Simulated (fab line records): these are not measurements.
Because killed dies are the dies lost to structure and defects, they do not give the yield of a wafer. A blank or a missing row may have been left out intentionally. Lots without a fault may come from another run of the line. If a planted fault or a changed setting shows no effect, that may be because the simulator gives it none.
A single fault, viewed from 2 desks :: flow sky130 :: what lay behind the numbers comes last; until then each desk has only its own

## FROM THE METROLOGY DESK
Means of the sampled wafers that have a number, per lot and without regard to the tool the lot ran on: this is what the gauges read. Marked OUT: a lot whose mean sits more than 4 standard deviations from the usual mean, which makes it out of limits; the brackets give that distance.
Columns: A = LDD_LDN_OVL at SKY_LDD_LDN_OVL_MEAS_07, usual 0.6 nm; B = SD_N_TW at SKY_SD_N_TW_MEAS_12, usual 3976; C = SD_N_RS at SKY_SD_N_RS_MEAS_16, usual 68.63 ohm/sq
lot: L601
first seen here: day 23 11:58
A: 0.9
B: 3991
C: 68.64

lot: L602
first seen here: day 24 01:55
A: -0.9
B: 4016
C: 68.66

lot: L605
first seen here: day 25 03:01
A: -1.0
B: 4029
C: 68.52

lot: L608
first seen here: day 26 06:56
A: -0.8
B: 3998
C: 68.95

lot: L609
first seen here: day 26 15:37
A: -0.5
B: 3925
C: 68.73

lot: L618
first seen here: day 29 12:57
A: 1.9
B: 3922
C: 68.62

lot: L619
first seen here: day 29 16:56
A: 1.5
B: 3917
C: 73.82 (+43) OUT

lot: L620
first seen here: day 29 21:28
A: 1.7
B: 3976
C: 73.78 (+43) OUT

lot: L622
first seen here: day 30 21:39
A: 1.4
B: 3912
C: 68.72

lot: L623
first seen here: day 31 00:47
A: 0.6
B: 4022
C: 68.65

lot: L624
first seen here: day 31 03:19
A: 0.6
B: 4008
C: 68.52
This desk's result: L619, L620 out of limits, first on L619 (SD_N_RS at SKY_SD_N_RS_MEAS_16), day 34 14:05. In limits: L601, L602, L605, L608, L609, L618, L622, L623, L624.

## FOR THE TOOL OWNER'S DESK: implanter-02
For each lot that ran on this tool, the mean over its sampled wafers that have a number, from the tool's own readings at SKY_SD_N_IMPLANT_09. Marked OUT: a lot whose mean sits more than 4 standard deviations from the usual mean, which makes it out of limits; the brackets give that distance.
Columns: A = beam on s at SKY_SD_N_IMPLANT_09, usual 19.1 s; B = dose ions cm2 at SKY_SD_N_IMPLANT_09, usual 4.002e+15
lot: L602
first seen here: day 29 03:43
A: 19.7
B: 4.006e+15

lot: L605
first seen here: day 30 05:28
A: 20.3
B: 3.998e+15

lot: L608
first seen here: day 31 06:01
A: 19.8
B: 3.996e+15

lot: L619
first seen here: day 34 13:25
A: 12.6 (-7.3) OUT
B: 2.505e+15 (-99 or more) OUT

lot: L620
first seen here: day 34 19:31
A: 12.3 (-7.6) OUT
B: 2.510e+15 (-99 or more) OUT
This desk's verdict: out of limits on L619, L620, starting with L619 at day 34 13:25 (beam on s at SKY_SD_N_IMPLANT_09). In limits: L602, L605, L608.

## TAKEN TOGETHER
The tool owner's desk could have raised an alarm at day 34 13:25, on L619, L620.
At day 34 14:05 the metrology desk could have sounded an alarm, on L619, L620.
All the named lots went through SKY_SD_N_IMPLANT_09 on implanter-02.

## WHAT THE SIMULATOR HAD PUT IN
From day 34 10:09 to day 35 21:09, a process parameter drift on implanter-02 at SKY_SD_N_IMPLANT_09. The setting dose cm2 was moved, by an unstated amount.
Struck lots among those shown: L619, L620.
Time in hours from fault onset to the first out-of-limits reading at each desk: tool owner's desk 3, metrology desk 4.
